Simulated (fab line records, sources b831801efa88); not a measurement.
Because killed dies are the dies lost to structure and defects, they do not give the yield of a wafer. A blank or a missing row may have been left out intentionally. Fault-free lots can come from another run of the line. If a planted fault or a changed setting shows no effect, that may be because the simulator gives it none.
fab line records | flow gf180mcu
record: lots: 13 wafers: 39 lastDay: 34
route steps=602 shown M4@457 V4@502 MIM@514
lots that met no fault: taken from a fault-free run of the same line
startH: hours from the record's opening day to when the first of the lot's shown wafers began | waitH: hours since the lot's step before | " the same as in the row above | L1.1+2: a row that stands for several wafers | - value missing, or start not given | * or withheld: withheld | < > ~ a bound
route shown NAME@n: a module of which the file shows steps, and the number in the route of the first | usual: the fault-free wafers' mean and standard deviation | same: alike in all rows | chamber/n: place in a boat | sites: each site's reading | _std_site: their standard deviation | _edge_site: inner sites' mean taken away from outer sites' mean | radiusMm: for every site, how far away it sits from the centre of the wafer | mask NAME#n: copy n | behind: the last tool/chamber to shape the wafer | hold: why the lot was held/for how many hours/how that ended | device: transistor that didn't switch, given as n, p or np | end of line: tests of these same wafers at the route's end | step lacking rows: just its recipe | killed: dies lost to structure and defects at the first sort, not the wafer's yield | map: a wafer's dies, x killed, . not, _ none there
set.NAME: the run value of the setting; set.NAME@STEP: its run value at that earlier step | model.NAME: the simulator's own value behind a step, which no gauge read
the route's steps for a sample of lots (tables are steps, rows are wafers)
services: a tool's chamber out of use, with start hour (startH, from the record's first day; less than 0 if before it), hours out, and reason
== steps ==
step: GF_M4_SPUTTER_01
recipe: material: TiN targetThkNm: 30 powerW: 6500 timeS: 25 chamberPressurePa: 0.4
usual: cathodeDcPowerW: 6500.0/1.2 chamberPressurePa: 0.3999/0.00082 throttleValvePct: 30.3/0.91
columns lot.wafer tool chamber startH waitH cathodeDcPowerW chamberPressurePa throttleValvePct
L950.2 pvdSputter-01 - 515.29 0.1 6499.5 0.4011 29.6
L950.5 " - " " 6501.7 0.4001 31.6
L950.6 " - " " 6498.9 0.3997 31.0
L951.1 pvdSputter-04 - 524.27 0.1 6501.0 0.3990 30.5
L951.2 " - " " 6499.4 0.3991 29.0
L951.5 " - " " 6501.2 0.3984 28.9
L952.1 pvdSputter-04 - 528.96 0.1 6498.3 0.3995 29.4
L952.2 " - " " 6497.5 0.4012 29.0
L952.4 " - " " 6499.0 0.4008 30.2
L953.1 pvdSputter-02 - 541.42 0.1 6500.0 0.4007 29.3
L953.3 " - " " 6499.4 0.4001 31.6
L953.6 " - " " 6498.2 0.4003 31.8
L954.2 pvdSputter-04 - 546.37 0.1 6498.9 0.3990 28.8
L954.4 " - " " 6499.1 0.4008 29.6
L954.6 " - " " 6500.2 0.3981 30.4
L956.2 pvdSputter-01 - 571.01 0.1 6500.3 0.4008 29.5
L956.4 " - " " 6500.5 0.3994 31.6
L956.6 " - " " 6498.7 0.4008 31.3
L957.1 pvdSputter-04 - 574.96 0.1 6499.3 0.3996 29.5
L957.3 " - " " 6500.4 0.4008 28.8
L957.4 " - " " 6500.4 0.3988 30.3
L963.2 pvdSputter-04 - 631.16 0.1 6500.2 0.4008 29.1
L963.4 " - " " 6499.3 0.3986 29.7
L963.6 " - " " 6502.1 0.4004 30.3
L964.2 pvdSputter-04 - 640.76 0.1 6499.2 0.4001 28.8
L964.3 " - " " 6500.5 0.4008 29.7
L964.6 " - " " 6499.1 0.3995 30.2
L965.1 pvdSputter-04 - 644.69 0.1 6499.6 0.4007 30.3
L965.3 " - " " 6498.1 0.3990 29.6
L965.6 " - " " 6499.8 0.3997 28.8
L966.1 pvdSputter-02 - 649.37 0.1 6500.7 0.4008 31.4
L966.4 " - " " 6498.8 0.3994 31.3
L966.5 " - " " 6498.9 0.4005 31.4
L968.2 pvdSputter-04 - 663.75 0.1 6501.1 0.4002 28.8
L968.3 " - " " 6499.0 0.4012 29.6
L968.5 " - " " 6500.3 0.4006 29.6
L972.1 pvdSputter-04 - 680.15 0.1 6500.8 0.4004 29.7
L972.2 " - " " 6502.2 0.4009 30.1
L972.6 " - " " 6502.0 0.4017 30.1
step: GF_M4_STRIP_17
recipe: chemistry: O2/N2 powerW: 1400 pressureMtorr: 1453 platenTempC: 250 o2FlowSccm: 3000 n2FlowSccm: 300 overashFraction: 0.5
usual: drypumpMotorCurrentA: 5.6/0.34 heaterPowerW: 330/26 n2FlowSccm: 299.9/0.95 oesProductAu: 0.557/0.0048 stripTimeToEndpointS: 7.94/0.035
columns lot.wafer tool chamber startH waitH drypumpMotorCurrentA heaterPowerW n2FlowSccm oesProductAu rfHoursCounterH stripTimeToEndpointS
L950.2 plasmaAsher-02 0 538.73 0.1 5.9 289 299.4 0.561 43 7.95
L950.5 " 1 " " 5.7 285 301.2 0.558 - 7.94
L950.6 " 0 " " 5.8 290 300.6 0.550 - 7.96
L951.1 plasmaAsher-01 1 547.34 0.1 5.2 328 299.6 0.558 9 7.92
L951.2 " 0 " " 5.8 356 300.2 0.555 9 7.90
L951.5 " 1 " " 5.2 342 298.4 0.560 - 7.94
L952.1 plasmaAsher-03 0 551.42 0.1 5.1 362 299.9 0.555 81 7.94
L952.2 " 1 " " 6.0 328 298.8 0.551 81 7.95
L952.4 " 1 " " 6.0 326 299.1 0.557 - 7.97
L953.1 plasmaAsher-01 1 563.71 0.1 5.2 343 298.6 0.557 10 7.95
L953.3 " 1 " " 5.2 342 298.9 0.558 - 7.96
L953.6 " 1 " " 5.2 344 298.7 0.560 - 7.94
L954.2 plasmaAsher-03 1 569.29 0.1 6.0 322 300.7 0.563 83 7.95
L954.4 " 1 " " 6.0 340 302.1 0.562 - 8.00
L954.6 " 1 " " 6.0 338 301.4 0.557 - 8.00
L956.2 plasmaAsher-03 0 593.43 0.1 5.1 357 299.4 0.563 86 7.98
L956.4 " 0 " " 5.1 345 300.0 0.561 - 7.92
L956.6 " 1 " " 6.0 326 299.5 0.556 - 7.97
L957.1 plasmaAsher-03 1 596.91 0.1 6.0 334 299.5 0.549 86 7.96
L957.3 " 1 " " 6.0 334 300.1 0.554 - 7.93
L957.4 " 0 " " 5.1 357 300.2 0.563 - 7.91
L963.2 plasmaAsher-01 0 651.48 0.1 5.8 355 300.6 0.552 21 8.01
L963.4 " 0 " " 5.8 349 301.1 0.560 - 8.01
L963.6 " 0 " " 5.8 344 301.0 0.561 - 8.03
L964.2 plasmaAsher-03 1 661.08 0.1 6.0 319 300.9 0.564 94 7.94
L964.3 " 1 " " 6.0 326 299.9 0.558 - 7.95
L964.6 " 1 " " 6.0 326 301.0 0.554 - 7.95
L965.1 plasmaAsher-01 0 664.19 0.1 5.8 351 298.7 0.554 23 8.02
L965.3 " 0 " " 5.8 353 299.8 0.560 - 7.96
L965.6 " 0 " " 5.8 353 299.4 0.561 - 7.98
L966.1 plasmaAsher-02 0 669.04 0.1 5.9 294 301.7 0.569 58 7.92
L966.4 " 0 " " 5.9 294 299.2 0.552 - 7.90
L966.5 " 0 " " 5.9 292 301.1 0.554 - 7.89
L968.2 plasmaAsher-01 0 683.96 0.1 5.8 351 300.9 0.560 25 7.94
L968.3 " 0 " " 5.8 350 300.6 0.548 - 7.90
L968.5 " 1 " " 5.2 348 300.0 0.555 - 7.91
L972.1 plasmaAsher-02 0 699.21 0.1 5.9 290 300.3 0.555 62 7.91
L972.2 " 1 " " 5.7 284 301.0 0.560 62 7.96
L972.6 " 0 " " 5.9 292 298.9 0.556 - 7.93
step: GF_V4_CMP_26
recipe: stopOn: SiO2 downForcePsi: 3.5 platenRpm: 61.48 tOverpolishS: 15 targetThkNm: 0 padVelocityMS: 0.94248
usual: motorCurrentA: 11.1/0.81 overpolishRunS: 15.001/0.0093 timeToEndpointS: 83.0/2.7
columns lot.wafer tool chamber startH waitH motorCurrentA overpolishRunS timeToEndpointS
L950.2 cmp-02 2 563.71 0.1 10.9 14.999 79.5
L950.6 " 1 " " 12.1 15.009 78.4
L950.5 " 2 " " 11.1 14.995 81.8
L951.2 cmp-02 0 571.83 0.0 11.8 14.997 83.4
L951.1 " 1 " " 12.4 15.015 82.8
L951.5 " 0 " " 10.9 15.006 82.4
L952.1 cmp-02 0 576.33 0.1 11.9 14.998 85.7
L952.4 " 1 " " 12.5 15.016 83.9
L952.2 " 2 " " 11.3 15.004 85.1
L953.3 cmp-02 1 587.76 0.1 12.0 14.995 81.1
L953.1 " 2 " " 11.1 14.985 82.3
L953.6 " 3 " " 9.8 15.014 85.3
L954.2 cmp-02 3 593.20 0.0 10.1 15.001 83.0
L954.4 " 2 " " 11.0 15.002 86.5
L954.6 " 3 " " 9.5 14.999 85.9
L956.2 cmp-02 0 616.66 0.0 11.6 0.048 127.9
L956.4 " 1 " " 11.3 14.999 77.2
L956.6 " 0 " " 11.8 0.039 128.1
L957.3 cmp-01 0 620.20 0.0 10.0 15.010 83.2
L957.1 " 1 " " 10.2 15.003 83.6
L957.4 " 2 " " 11.7 14.995 87.0
L963.4 cmp-01 0 673.55 0.1 10.0 15.005 86.2
L963.2 " 1 " " 11.0 15.014 82.4
L963.6 " 2 " " 11.2 15.010 83.3
L964.3 cmp-01 3 683.30 0.0 10.4 14.994 83.6
L964.2 " 1 " " 10.9 14.994 84.6
L964.6 " 0 " " 10.5 15.004 83.5
L965.3 cmp-01 2 685.94 0.1 11.9 14.989 84.3
L965.1 " 3 " " 10.5 14.996 83.1
L965.6 " 1 " " 11.0 15.000 83.8
L966.4 cmp-01 2 690.69 0.1 11.3 14.990 86.8
L966.1 " 0 " " 10.2 14.999 83.0
L966.5 " 1 " " 10.6 14.999 80.1
L968.3 cmp-01 1 704.36 0.0 10.5 15.003 85.5
L968.2 " 2 " " 11.7 15.006 88.4
L968.5 " 2 " " 11.9 14.992 86.1
L972.1 cmp-01 1 719.80 0.1 10.4 14.989 82.6
L972.2 " 2 " " 11.3 15.001 84.6
L972.6 " 3 " " 10.3 15.006 79.1
step: GF_MIM_THK_MEAS_11
recipe: thkMeasGauge: xrf reads: AlCu_of_MIM_SPUTTER_08
usual: MIM_ALCU_THK: 199.6/2
columns lot.wafer tool chamber startH waitH MIM_ALCU_THK[nm]
L950.2 filmMetro-04 - 564.50 0.1 200.0
L950.5 " - " " 199.4
L950.6 " - " " 198.2
L951.1 filmMetro-01 - 572.69 0.1 204.5
L951.2 " - " " 204.0
L951.5 " - " " 203.1
L952.1 filmMetro-02 - 577.11 0.1 198.2
L952.2 " - " " 198.5
L952.4 " - " " 200.2
L953.1 filmMetro-01 - 588.50 0.1 202.7
L953.3 " - " " 204.1
L953.6 " - " " 204.0
L954.2 filmMetro-02 - 594.05 0.1 201.0
L954.4 " - " " 200.8
L954.6 " - " " 203.3
L956.4 filmMetro-02 - 617.53 0.1 198.8
L957.1 filmMetro-01 - 621.03 0.1 200.0
L957.3 " - " " 199.5
L957.4 " - " " 197.2
L963.2 filmMetro-04 - 674.29 0.1 199.9
L963.4 " - " " 198.4
L963.6 " - " " 198.2
L964.2 filmMetro-04 - 684.15 0.1 196.7
L964.3 " - " " 197.6
L964.6 " - " " 196.6
L965.1 filmMetro-02 - 686.73 0.1 199.2
L965.3 " - " " 201.0
L965.6 " - " " 199.2
L966.1 filmMetro-02 - 691.48 0.1 198.2
L966.4 " - " " 196.4
L966.5 " - " " 194.7
L968.2 filmMetro-01 - 705.20 0.1 199.4
L968.3 " - " " 197.9
L968.5 " - " " 198.5
L972.1 filmMetro-01 - 720.54 0.1 200.7
L972.2 " - " " 199.6
L972.6 " - " " 199.1
== services ==
columns tool chamber startH hours kind
cmp-02 - 494.01 0.5 repair
cmp-01 - 495.14 1.4 repair
cmp-02 - 499.93 7.0 pm
pvdSputter-04 - 506.16 4.1 repair
plasmaAsher-03 - 506.59 2.8 pm
cmp-01 - 511.02 5.8 repair
cmp-02 - 516.81 4.7 pm
pvdSputter-02 - 528.27 2.2 repair
plasmaAsher-02 - 558.32 2.8 repair
pvdSputter-04 - 558.58 0.7 repair
plasmaAsher-03 - 566.49 1.3 repair
cmp-02 - 572.13 4.0 pm
plasmaAsher-03 - 581.97 4.6 repair
cmp-01 - 625.23 10.2 pm
pvdSputter-04 - 625.58 2.8 repair
pvdSputter-04 - 637.99 2.0 repair
cmp-02 - 649.50 0.3 repair
plasmaAsher-03 - 650.78 3.9 repair
pvdSputter-04 - 657.92 4.0 repair
plasmaAsher-03 - 668.09 3.3 repair
cmp-02 - 694.46 0.7 repair
plasmaAsher-01 - 696.58 4.7 repair
cmp-01 - 708.63 0.5 repair
cmp-01 - 713.50 0.3 repair
== key ==
firstSign: step: GF_V4_CMP_26 reading: overpolishRunS direction: down sigmas: 99+ usual: 15.001 struck: 0.044
effect: step: GF_V4_CMP_26 reading: timeToEndpointS direction: up sigmas: 17 usual: * struck: *
metAt GF_V4_CMP_26
struckLots L956
struckWafers L956.2,L956.6
laterRowsLeftOut L956.2,L956.6
sortLeftOut L956.2,L956.6
notActingAt GF_M4_SPUTTER_01,GF_M4_STRIP_17,GF_MIM_THK_MEAS_11
onsetBetween 576.33 616.66
fault: kind: processParameterDrift tool: cmp-02 chamber: 0 onsetH: 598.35 steps: GF_V4_CMP_26 channel: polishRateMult offset: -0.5 shape: step
sortLeftOut: the simulated sort isn't trusted on such a fault, so these wafers' sort isn't shown, and their yield isn't known
laterRowsLeftOut: the simulator's readings of these wafers behind a module that went badly wrong aren't trusted and aren't shown, but for the sort
